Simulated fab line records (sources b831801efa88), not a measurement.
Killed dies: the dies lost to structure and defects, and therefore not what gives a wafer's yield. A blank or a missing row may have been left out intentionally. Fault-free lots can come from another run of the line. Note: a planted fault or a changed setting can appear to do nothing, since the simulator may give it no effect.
Split-lot trial / flow sfq-line / on a route of 325 steps: 5 lots, 23 wafers read

## ON THE SPLIT
At SFQ_TRILAYER_M0_LITHO_COAT_026 (resist thk 62 nm), the setting spin-rpm was moved away from the recipe's 3000 rpm on 5 of the 23 wafers read, by +3.5% to +4.5%. All remaining wafers had this setting at the recipe value.

The reading is taken at the split's own step.

## THE READING
BARC_of_TRILAYER_M0_LITHO_COAT_026.thk-nm (the simulator's own value, which no gauge read), in nm, at SFQ_TRILAYER_M0_LITHO_COAT_026 (resist thk 62 nm). The file gives no usual value for it. Average 62.06 nm, standard deviation 0.16 nm, over the 18 wafers here run with the recipe.

wafer=L074.1; tool, chamber at the split=litho-track-02, 0; spin-rpm as run, rpm=3000; against the recipe=recipe; BARC_of_TRILAYER_M0_LITHO_COAT_026.thk-nm, nm=62.31; against lot-mates on the recipe=-
wafer=L074.3; tool, chamber at the split=litho-track-02, 0; spin-rpm as run, rpm=3000; against the recipe=recipe; BARC_of_TRILAYER_M0_LITHO_COAT_026.thk-nm, nm=62.07; against lot-mates on the recipe=-
wafer=L074.6; tool, chamber at the split=litho-track-02, 0; spin-rpm as run, rpm=3000; against the recipe=recipe; BARC_of_TRILAYER_M0_LITHO_COAT_026.thk-nm, nm=62.14; against lot-mates on the recipe=-
wafer=L075.2; tool, chamber at the split=litho-track-02, 0; spin-rpm as run, rpm=3000; against the recipe=recipe; BARC_of_TRILAYER_M0_LITHO_COAT_026.thk-nm, nm=61.86; against lot-mates on the recipe=-
wafer=L075.3; tool, chamber at the split=litho-track-02, 0; spin-rpm as run, rpm=3000; against the recipe=recipe; BARC_of_TRILAYER_M0_LITHO_COAT_026.thk-nm, nm=62.09; against lot-mates on the recipe=-
wafer=L075.4; tool, chamber at the split=litho-track-02, 0; spin-rpm as run, rpm=3000; against the recipe=recipe; BARC_of_TRILAYER_M0_LITHO_COAT_026.thk-nm, nm=61.95; against lot-mates on the recipe=-
wafer=L075.6; tool, chamber at the split=litho-track-02, 0; spin-rpm as run, rpm=3000; against the recipe=recipe; BARC_of_TRILAYER_M0_LITHO_COAT_026.thk-nm, nm=61.95; against lot-mates on the recipe=-
wafer=L075.5; tool, chamber at the split=litho-track-02, 0; spin-rpm as run, rpm=3000; against the recipe=recipe; BARC_of_TRILAYER_M0_LITHO_COAT_026.thk-nm, nm=62.05; against lot-mates on the recipe=-
wafer=L079.1; tool, chamber at the split=litho-track-01, 0; spin-rpm as run, rpm=3135; against the recipe=+4.5%; BARC_of_TRILAYER_M0_LITHO_COAT_026.thk-nm, nm=60.51; against lot-mates on the recipe=-1.32
wafer=L079.3; tool, chamber at the split=litho-track-01, 0; spin-rpm as run, rpm=3135; against the recipe=+4.5%; BARC_of_TRILAYER_M0_LITHO_COAT_026.thk-nm, nm=60.51; against lot-mates on the recipe=-1.32
wafer=L079.4; tool, chamber at the split=litho-track-01, 0; spin-rpm as run, rpm=3000; against the recipe=recipe; BARC_of_TRILAYER_M0_LITHO_COAT_026.thk-nm, nm=61.78; against lot-mates on the recipe=-
wafer=L079.5; tool, chamber at the split=litho-track-01, 0; spin-rpm as run, rpm=3000; against the recipe=recipe; BARC_of_TRILAYER_M0_LITHO_COAT_026.thk-nm, nm=61.82; against lot-mates on the recipe=-
wafer=L079.6; tool, chamber at the split=litho-track-01, 0; spin-rpm as run, rpm=3000; against the recipe=recipe; BARC_of_TRILAYER_M0_LITHO_COAT_026.thk-nm, nm=61.9; against lot-mates on the recipe=-
wafer=L083.1; tool, chamber at the split=litho-track-03, 0; spin-rpm as run, rpm=3106; against the recipe=+3.5%; BARC_of_TRILAYER_M0_LITHO_COAT_026.thk-nm, nm=61.07; against lot-mates on the recipe=-1.12
wafer=L083.4; tool, chamber at the split=litho-track-03, 0; spin-rpm as run, rpm=3106; against the recipe=+3.5%; BARC_of_TRILAYER_M0_LITHO_COAT_026.thk-nm, nm=61.07; against lot-mates on the recipe=-1.12
wafer=L083.2; tool, chamber at the split=litho-track-03, 0; spin-rpm as run, rpm=3000; against the recipe=recipe; BARC_of_TRILAYER_M0_LITHO_COAT_026.thk-nm, nm=62.21; against lot-mates on the recipe=-
wafer=L083.3; tool, chamber at the split=litho-track-03, 0; spin-rpm as run, rpm=3000; against the recipe=recipe; BARC_of_TRILAYER_M0_LITHO_COAT_026.thk-nm, nm=62.17; against lot-mates on the recipe=-
wafer=L083.6; tool, chamber at the split=litho-track-03, 0; spin-rpm as run, rpm=3106; against the recipe=+3.5%; BARC_of_TRILAYER_M0_LITHO_COAT_026.thk-nm, nm=61.05; against lot-mates on the recipe=-1.14
wafer=L084.1; tool, chamber at the split=litho-track-03, 0; spin-rpm as run, rpm=3000; against the recipe=recipe; BARC_of_TRILAYER_M0_LITHO_COAT_026.thk-nm, nm=62.24; against lot-mates on the recipe=-
wafer=L084.2; tool, chamber at the split=litho-track-03, 0; spin-rpm as run, rpm=3000; against the recipe=recipe; BARC_of_TRILAYER_M0_LITHO_COAT_026.thk-nm, nm=62.1; against lot-mates on the recipe=-
wafer=L084.3; tool, chamber at the split=litho-track-03, 0; spin-rpm as run, rpm=3000; against the recipe=recipe; BARC_of_TRILAYER_M0_LITHO_COAT_026.thk-nm, nm=62.05; against lot-mates on the recipe=-
wafer=L084.4; tool, chamber at the split=litho-track-03, 0; spin-rpm as run, rpm=3000; against the recipe=recipe; BARC_of_TRILAYER_M0_LITHO_COAT_026.thk-nm, nm=62.03; against lot-mates on the recipe=-
wafer=L084.5; tool, chamber at the split=litho-track-03, 0; spin-rpm as run, rpm=3000; against the recipe=recipe; BARC_of_TRILAYER_M0_LITHO_COAT_026.thk-nm, nm=62.41; against lot-mates on the recipe=-

THE FIT
A straight line over all 23 wafers: BARC_of_TRILAYER_M0_LITHO_COAT_026.thk-nm changes by -0.316 nm for each +1% of spin-rpm; r = -0.96; the points scatter about the line by 0.16 nm.
The same after taking each lot's own level away (the mean of its wafers on the recipe; 23 wafers): -0.306 nm for each +1%; r = -0.98; scatter 0.094 nm.
According to that fit, moving spin-rpm by its largest amount changes the reading by 1.4 nm.
The lots' own levels span 61.833 to 62.190 nm, that is 2.2 times the standard deviation above.
Consequently the slope shifts little with the lot-to-lot level, the two slopes agreeing.
Check: with one of the wafers moved furthest among these (+4.5%) left out of the fit, the line predicts -1.4 nm for it against its lot-mates. Against them it came out at -1.32 nm.

## OTHER SPLITS APPLIED TO THESE WAFERS
Other splits were also applied to these wafers ahead of the reading. Each is held against what the fit with the lots' levels taken away leaves over:
other split on the same wafers=SFQ_TRILAYER_L0_VIA_LITHO_EXPOSE_014 dose-mj; wafers away from the commonest value=7; r with BARC_of_TRILAYER_M0_LITHO_COAT_026.thk-nm (lot level and that fit taken away)=-0.12
other split on the same wafers=SFQ_TRILAYER_L0_VIA_LITHO_PEB_016 peb-time-s; wafers away from the commonest value=5; r with BARC_of_TRILAYER_M0_LITHO_COAT_026.thk-nm (lot level and that fit taken away)=+0.11

## THE FILE'S OWN FIT
BARC_of_TRILAYER_M0_LITHO_COAT_026.thk-nm changes by -0.304 nm for each +1% of spin-rpm, r = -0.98.
